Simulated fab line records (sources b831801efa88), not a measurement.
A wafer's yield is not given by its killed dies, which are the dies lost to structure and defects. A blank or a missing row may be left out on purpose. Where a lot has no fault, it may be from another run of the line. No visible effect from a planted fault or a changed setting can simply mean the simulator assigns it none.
Comparing a struck lot with a sound one    flow sky130    15 steps out of a route of 708
Sound: these wafers, L277.2, L277.5, L277.6. Wafers L270.1, L270.3, L270.4 were the ones struck. The cause is given at the end.
Each step with rows lists, per side, the tool, then ch with its chambers, then its first start. Under that, the readings that differ: sound wafers    struck wafers    difference of the means    sigmas: that difference in standard deviations of wafers without a fault.
alike: readings whose means differ by less than 2 such deviations, and words and numbers that are the same on both sides. not compared: withheld readings, readings that some wafer has no value for, bounds like >300 that may hide the same value, and numbers for which the record gives no deviation and whose values overlap.
Wherever a step has rows on one side only, a row that says differs or no value, or a row with sigmas, the two part there. When numbers do not overlap yet have no deviation, they are printed without sigmas and do not part them. A reading missing from all wafers of one side parts the sides only when that side holds two or more wafers.

SKY_METAL5_SPUTTER_04: material TiN, target thk 70 nm, time 58.3 s.
  sound: pvd_sputter-03 at day 47 13:55; struck: pvd_sputter-03 at day 46 04:48
  alike: throttle_valve_pct
SKY_METAL5_RS_MEAS_05: a four-point-probe measurement.
  sound: film_metro-03 at day 47 13:59; struck: film_metro-04 at day 46 04:51
  alike: METAL5_ALCU_RS
SKY_METAL5_THK_MEAS_06: measures by xrf.
  sound: film_metro-03 at day 47 14:05; struck: film_metro-04 at day 46 04:58
  alike: METAL5_ALCU_THK
then, 7 steps without rows for these wafers: SKY_METAL5_DEHYDRATE_07 (time 60 s); SKY_METAL5_HMDS_08 (prime time 60 s); SKY_METAL5_COAT_09 (resist thk 1800 nm); SKY_METAL5_SOFTBAKE_10 (time 60 s); SKY_METAL5_EXPOSE_11 (exposes mask MM5, target cd 1600 nm); SKY_METAL5_PEB_12; SKY_METAL5_DEVELOP_13 (develop time 60 s).
SKY_METAL5_DESCUM_14: chemistry O2, time 11 s.
  sound on rie_metal-03 ch 0,1, day 48 09:27; struck on rie_metal-04 ch 1, day 47 00:47
  alike: chamber_pressure_mTorr, drypump_motor_current_A, he_backside_leak_sccm, oes_product_au
  not compared: rf_hours_counter_h
SKY_METAL5_METAL_ETCH_15: etches the open film in Cl2/BCl3, stops on SiO2, target depth 1260 nm, time 252 s.
  sound on rie_metal-03 ch 0,1, day 48 09:29; struck on rie_metal-04 ch 1, day 47 00:52
reading                       sound        struck       difference  sigmas
he_backside_leak_sccm (sccm)  3.5 3.5 3.1  6.1 3.5 3.4  +1.0        +3
  alike: chamber_pressure_mTorr, drypump_motor_current_A, oes_product_au, throttle_valve_pct
  not compared: rf_hours_counter_h
SKY_METAL5_STRIP_16: strips in O2/N2.
  sound on plasma_asher-03 ch 0,1, day 48 09:43; struck on plasma_asher-03 ch 0,1, day 47 01:20
  no value came back on the struck wafers for chamber_pressure_mTorr (mTorr), drypump_motor_current_A (A), oes_product_au (a.u.), strip_time_to_endpoint_s (s); on the sound wafers chamber_pressure_mTorr (mTorr) reads 1499.9 1499.1 1498.7
reading                                      sound  struck          difference  sigmas
model.NOVOLAK_of_METAL5_COAT_09.thk_nm (nm)  0 0 0  1042 1048 1046  +1045       
  not compared: rf_hours_counter_h
then, 1 step without rows for these wafers: SKY_METAL5_STRIP_17 (strips in post etch residue remover, time 1200 s).
SKY_PAD_OPEN_PROBE_99:
  sound: prober-02 at day 50 00:41; struck: prober-02 at day 48 18:49
reading                                sound                    struck                   difference  sigmas
model.etest.met5_comb.leak_log10_a_um  -12.12 -12.07 -11.87     -11.25 -11.18 -11.03     +0.87       
model.etest.met5.line_ohm_um           0.01668 0.01713 0.01692  0.01714 0.01734 0.01749  +0.00041    
  alike: defect_limited_yield, killed_at_M0_to_M3, killed_at_M4_up, killed_at_contacts, killed_at_front_end, killed_at_other, killed_dies, killed_open, killed_short, sort_bin_3_pad_short, sort_bin_5_function, sort_bin_6_memory, sort_n_pass, sort_yield_pct

== WHERE THEY PART ==
At SKY_METAL5_METAL_ETCH_15 first; at SKY_METAL5_STRIP_16 last (within this record only). Later steps at which nothing parts them and some readings are alike: SKY_PAD_OPEN_PROBE_99.

WHY: the cause the simulator had injected
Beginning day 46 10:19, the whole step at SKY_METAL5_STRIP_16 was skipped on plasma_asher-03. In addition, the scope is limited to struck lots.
